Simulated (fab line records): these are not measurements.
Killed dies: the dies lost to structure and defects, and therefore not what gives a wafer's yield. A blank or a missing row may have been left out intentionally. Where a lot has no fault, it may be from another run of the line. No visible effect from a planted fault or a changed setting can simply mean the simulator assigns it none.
Which tool did it?	flow sky130	72 wafers from 24 lots sampled at 3 of the route's 708 steps

## WHAT THE GAUGES SHOWED, per wafer
SKY_VIA1_RS_MEAS_22: measures by four-point-probe. Usual: VIA1_W_RS typically reads 0.425 ohm/sq, with standard deviation 0.0067.
lot	measured	on	VIA1_W_RS (ohm/sq)	flag
L074	day 33 18:14	film_metro-04	0.414 0.422 0.418	
L077	day 34 23:01	film_metro-02	0.427 0.415 0.426	
L075	day 34 23:48	film_metro-02	0.426 0.417 0.434	
L076	day 35 00:35	film_metro-02	0.423 0.425 0.414	
L078	day 35 11:00	film_metro-04	0.430 0.417 0.426	
L079	day 35 13:00	film_metro-02	0.414 0.429 0.426	
L080	day 35 21:10	film_metro-02	0.430 0.429 0.433	
L081	day 35 23:14	film_metro-04	0.427 0.429 0.431	
L082	day 36 13:40	film_metro-02	0.430 0.427 0.429	
L083	day 36 18:29	film_metro-03	0.430 0.424 0.424	
L084	day 37 08:33	film_metro-04	0.421 0.427 0.429	
L085	day 37 18:17	film_metro-04	0.417 0.417 0.417	
L086	day 37 22:55	film_metro-02	0.424 0.424 0.433	
L088	day 39 15:17	film_metro-04	0.431 0.430 0.434	
L087	day 39 17:26	film_metro-03	0.429 0.433 0.429	
L090	day 39 19:05	film_metro-03	0.435 0.435 0.431	
L092	day 39 20:21	film_metro-04	0.427 0.423 0.428	
L089	day 39 20:38	film_metro-04	0.419 0.431 0.431	
L091	day 39 21:05	film_metro-03	0.433 0.425 0.434	
L093	day 39 22:57	film_metro-04	0.429 0.430 0.431	
L094	day 40 09:38	film_metro-02	0.425 0.414 0.428	
L096	day 41 11:32	film_metro-04	0.414 0.416 0.430	
L095	day 41 13:19	film_metro-03	0.424 0.428 0.413	
L097	day 41 15:19	film_metro-04	0.429 0.418 0.431	

## EACH LOT AND THE TOOL THAT RAN IT (in order: tool; ch and the chambers of the sampled wafers; start)
lot	SKY_POLY_CUT_ETCH_11	SKY_METAL1_SPUTTER_03
L074	rie_diel-02 ch 0,1,2, day 24 00:20	pvd_sputter-03, day 31 09:13
L077	rie_diel-04 ch 2,3, day 25 07:47	pvd_sputter-03, day 32 15:07
L075	rie_diel-01 ch 0,2,3, day 25 08:14	pvd_sputter-03, day 32 16:50
L076	rie_diel-04 ch 0,3, day 25 08:22	pvd_sputter-02, day 32 17:14
L078	rie_diel-01 ch 0,1,3, day 25 18:17	pvd_sputter-03, day 33 03:35
L079	rie_diel-04 ch 1,2, day 25 23:20	pvd_sputter-03, day 33 06:43
L080	rie_diel-04 ch 0,2,3, day 26 07:02	pvd_sputter-02, day 33 13:01
L081	rie_diel-02 ch 0,1,3, day 26 09:35	pvd_sputter-03, day 33 15:17
L082	rie_diel-02 ch 0,1,2, day 26 23:59	pvd_sputter-04, day 34 06:25
L083	rie_diel-01 ch 0,1,2, day 27 04:45	pvd_sputter-03, day 34 11:07
L084	rie_diel-04 ch 0,3, day 27 20:08	pvd_sputter-02, day 35 00:01
L085	rie_diel-02 ch 1,2, day 28 05:38	pvd_sputter-04, day 35 10:37
L086	rie_diel-01 ch 0,1, day 28 14:53	pvd_sputter-02, day 35 15:43
L088	rie_diel-02 ch 1,2,3, day 30 08:33	pvd_sputter-04, day 37 10:19
L087	rie_diel-01 ch 0,2,3, day 30 12:35	pvd_sputter-02, day 37 12:39
L090	rie_diel-02 ch 0,2,3, day 30 12:51	pvd_sputter-04, day 37 13:23
L092	rie_diel-04 ch 1,2,3, day 30 12:56	pvd_sputter-03, day 37 14:34
L089	rie_diel-01 ch 0,2,3, day 30 13:30	pvd_sputter-04, day 37 15:37
L091	rie_diel-04 ch 0,1, day 30 14:23	pvd_sputter-03, day 37 15:52
L093	rie_diel-01 ch 0,1,3, day 30 17:26	pvd_sputter-03, day 37 17:40
L094	rie_diel-02 ch 2,3, day 31 07:08	pvd_sputter-02, day 38 06:35
L096	rie_diel-01 ch 1,2,3, day 32 12:33	pvd_sputter-03, day 39 09:22
L095	rie_diel-02 ch 2,3, day 32 14:32	pvd_sputter-02, day 39 10:18
L097	rie_diel-01 ch 0,2, day 32 15:30	pvd_sputter-04, day 39 11:41
- SKY_POLY_CUT_ETCH_11: etches Si3N4 in CF4/CH2F2/Ar, stops on poly-Si, time 42.5 s, target depth 60 nm.
- SKY_METAL1_SPUTTER_03: material Ti, target thk 5 nm, time 3.3 s.

## AS READ BY THE TOOLS THEMSELVES (means over the sampled wafers that have a number; for cases with no such wafer, the mark the record gives instead)
SKY_POLY_CUT_ETCH_11. Usual: chamber_pressure_mTorr 40.00 mTorr, standard deviation 0.034; drypump_motor_current_A 5.8 A, standard deviation 0.51; oes_product_au 0.832 a.u., standard deviation 0.0066; throttle_valve_pct 14.993 %, standard deviation 0.009.
lot	tool	chamber_pressure_mTorr (mTorr)	drypump_motor_current_A (A)	oes_product_au (a.u.)	throttle_valve_pct (%)	flag
L074	rie_diel-02	40.01	5.2	0.825	14.993	
L077	rie_diel-04	40.02	6.5	0.833	14.993	
L075	rie_diel-01	40.00	6.0	0.832	14.997	
L076	rie_diel-04	40.03	5.9	0.834	14.995	
L078	rie_diel-01	40.03	6.0	0.831	14.990	
L079	rie_diel-04	40.03	5.9	0.832	14.988	
L080	rie_diel-04	40.01	6.2	0.823	15.000	
L081	rie_diel-02	40.03	5.3	0.821	14.995	
L082	rie_diel-02	40.01	5.2	0.828	14.986	
L083	rie_diel-01	39.96	6.1	0.827	14.987	
L084	rie_diel-04	40.02	5.9	0.834	14.988	
L085	rie_diel-02	40.02	5.1	0.835	14.992	
L086	rie_diel-01	39.98	5.9	0.836	15.007	
L088	rie_diel-02	40.01	5.2	0.829	14.993	
L087	rie_diel-01	39.99	6.0	0.835	14.986	
L090	rie_diel-02	40.00	5.4	0.829	14.992	
L092	rie_diel-04	40.00	6.1	0.829	14.995	
L089	rie_diel-01	40.01	6.0	0.836	15.001	
L091	rie_diel-04	39.98	5.7	0.836	14.994	
L093	rie_diel-01	39.97	6.0	0.840	14.994	
L094	rie_diel-02	40.02	5.3	0.840	14.997	
L096	rie_diel-01	39.99	6.2	0.832	14.988	
L095	rie_diel-02	40.01	5.3	0.837	14.990	
L097	rie_diel-01	40.00	6.0	0.840	14.988	

SKY_METAL1_SPUTTER_03. Usual: 30.1 % for throttle_valve_pct, sd 0.97.
lot	tool	throttle_valve_pct (%)	flag
L074	pvd_sputter-03	29.9	
L077	pvd_sputter-03	29.6	
L075	pvd_sputter-03	29.9	
L076	pvd_sputter-02	30.6	
L078	pvd_sputter-03	29.3	
L079	pvd_sputter-03	29.3	
L080	pvd_sputter-02	30.5	
L081	pvd_sputter-03	29.8	
L082	pvd_sputter-04	30.2	
L083	pvd_sputter-03	29.2	
L084	pvd_sputter-02	30.1	
L085	pvd_sputter-04	30.1	
L086	pvd_sputter-02	30.5	
L088	pvd_sputter-04	30.2	
L087	pvd_sputter-02	30.2	
L090	pvd_sputter-04	30.0	
L092	pvd_sputter-03	29.8	
L089	pvd_sputter-04	30.5	
L091	pvd_sputter-03	29.9	
L093	pvd_sputter-03	29.9	
L094	pvd_sputter-02	30.7	
L096	pvd_sputter-03	29.5	
L095	pvd_sputter-02	30.3	
L097	pvd_sputter-04	30.3	

## THE ANSWER, worked out from the rows above alone
Rule: a lot is off if the mean of its wafers that have a number lies more than 3 standard deviations from the usual mean. A lot without any number at a reading at which 4 lots or more have one is off too. Any other lot the step has rows for is counted as sound. After the gauges, taken in route order, come the tools' own readings; for these a lot's mean is taken, as printed above. At the first step where some lot is off, the reading lying furthest off is the one used; lots without a number count as furthest.
No lot is off on any of the readings shown, so nothing can be concluded from this.

## WHAT HAD BEEN PUT IN BY THE SIMULATOR
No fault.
